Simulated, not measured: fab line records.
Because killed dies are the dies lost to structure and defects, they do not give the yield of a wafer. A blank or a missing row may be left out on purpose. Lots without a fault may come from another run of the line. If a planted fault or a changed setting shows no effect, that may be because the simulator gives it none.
Which tool is to blame? || flow sfqLine || 7 lots, 21 wafers sampled, at 2 steps of a route of 325

WHAT THE GAUGES READ, wafer by wafer
SFQ_I0_BOW_MEAS_907.
{"lot": "L916", "measured": "day 8 06:25", "on": "filmMetro-01", "I0_BOW (um)": "3 0 7"}
{"lot": "L918", "measured": "day 8 14:16", "on": "filmMetro-01", "I0_BOW (um)": "5 8 -3"}
{"lot": "L920", "measured": "day 8 19:04", "on": "filmMetro-01", "I0_BOW (um)": "-5 5 -11"}
{"lot": "L922", "measured": "day 9 15:04", "on": "filmMetro-01", "I0_BOW (um)": "-3 -3 -8"}
{"lot": "L924", "measured": "day 10 08:19", "on": "filmMetro-02", "I0_BOW (um)": "-4 4 6"}
{"lot": "L926", "measured": "day 11 02:38", "on": "filmMetro-01", "I0_BOW (um)": "9 -2 5 - - -"}
{"lot": "L928", "measured": "day 11 17:39", "on": "filmMetro-02", "I0_BOW (um)": "0 -12 -2 - - -"}

EACH LOT AND THE TOOL THAT RAN IT (in order: tool; ch and the chambers of the sampled wafers; start)
{"lot": "L916", "SFQ_TRILAYER_I0_CMP_CMP_028": "cmp-02 ch 2,3, day 8 03:23"}
{"lot": "L918", "SFQ_TRILAYER_I0_CMP_CMP_028": "cmp-01 ch 0,3, day 8 11:46"}
{"lot": "L920", "SFQ_TRILAYER_I0_CMP_CMP_028": "cmp-02 ch 0,1,2, day 8 16:04"}
{"lot": "L922", "SFQ_TRILAYER_I0_CMP_CMP_028": "cmp-02 ch 0,1, day 9 12:34"}
{"lot": "L924", "SFQ_TRILAYER_I0_CMP_CMP_028": "cmp-01 ch 0,3, day 10 05:49"}
{"lot": "L926", "SFQ_TRILAYER_I0_CMP_CMP_028": "cmp-01 ch 2,3, day 10 23:38"}
{"lot": "L928", "SFQ_TRILAYER_I0_CMP_CMP_028": "cmp-01 ch 2,3, day 11 14:38"}
- SFQ_TRILAYER_I0_CMP_CMP_028: polishes SiO2.

THE ANSWER, worked out from the rows above alone
Rule: the lots themselves supply what counts as usual. Put in order of their means at a reading, lots are off if they are a third of the lots or fewer, leave a main group of 4 or more, and stand apart from it by a gap of 3 or more times the standard deviation of the main group's means; of several such gaps the widest counts. A main group whose means are all the same, to the digits that the tables above print for the reading, isn't used. A lot without any number at a reading at which 4 lots or more have one is off too. The other lots that the step has rows for count as sound.
No lot is off at any reading shown: from this, nothing can be told.

WHAT HAD BEEN PUT IN BY THE SIMULATOR
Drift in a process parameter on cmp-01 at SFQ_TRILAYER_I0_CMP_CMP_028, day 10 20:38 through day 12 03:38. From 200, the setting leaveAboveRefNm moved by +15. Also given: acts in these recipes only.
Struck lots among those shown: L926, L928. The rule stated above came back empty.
